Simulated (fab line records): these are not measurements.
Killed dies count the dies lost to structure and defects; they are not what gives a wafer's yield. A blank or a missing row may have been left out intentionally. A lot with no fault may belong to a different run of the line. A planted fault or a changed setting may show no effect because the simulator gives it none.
Which tool did it?    flow sky130    12 lots, 36 wafers sampled, at 2 steps of a route of 708

== WHAT EACH GAUGE READ, for each wafer ==
SKY_VIA1_BOW_MEAS_03.
lot   measured      on             VIA1_BOW (um)
L075  day 33 07:36  film metro-01  69 70 68
L077  day 34 00:32  film metro-03  73 81 80
L079  day 34 18:47  film metro-04  79 77 84
L081  day 35 10:56  film metro-01  99 79 79
L083  day 35 19:41  film metro-04  75 81 74
L085  day 36 17:34  film metro-01  74 74 82
L087  day 37 03:36  film metro-04  80 70 75
L089  day 37 10:46  film metro-03  64 73 73
L091  day 38 05:44  film metro-01  83 80 77
L093  day 38 21:41  film metro-01  71 82 88
L095  day 39 13:46  film metro-03  81 84 71
L097  day 40 07:23  film metro-04  83 72 78

== EACH LOT AND THE TOOL THAT RAN IT (in order: tool; ch and the chambers of the sampled wafers; start) ==
lot   SKY_LI_CONTACT_CMP_02
L075  cmp-02 ch 1,2,3, day 28 08:34
L077  cmp-02 ch 2,3, day 29 03:40
L079  cmp-01 ch 0,2, day 29 23:49
L081  cmp-02 ch 0,1,2, day 30 17:24
L083  cmp-02 ch 0,1,2, day 31 01:13
L085  cmp-01 ch 0,1,2, day 32 01:28
L087  cmp-02 ch 0,3, day 32 12:22
L089  cmp-01 ch 0,1,2, day 32 21:16
L091  cmp-02 ch 0,2, day 33 15:15
L093  cmp-01 ch 1,2, day 34 07:20
L095  cmp-02 ch 1,2, day 35 01:10
L097  cmp-02 ch 0,1, day 35 20:07
- SKY_LI_CONTACT_CMP_02: polishes PSG.

== THE ANSWER, worked out from the rows above alone ==
Rule: the lots themselves supply what counts as usual. The widest of any qualifying gaps counts: lots, ordered by their means at a reading, are off when they make up no more than a third of the lots, leave a main group of 4 or more, and stand apart from it by 3 or more times the standard deviation of that group's means. If all means in a main group match to the digits the tables above print for the reading, that group is not used. A lot without any number at a reading at which 4 lots or more have one is off too. The other lots that the step has rows for count as sound.
None of the lots is off at any reading shown; this tells nothing.

== WHAT THE SIMULATOR HAD INSERTED ==
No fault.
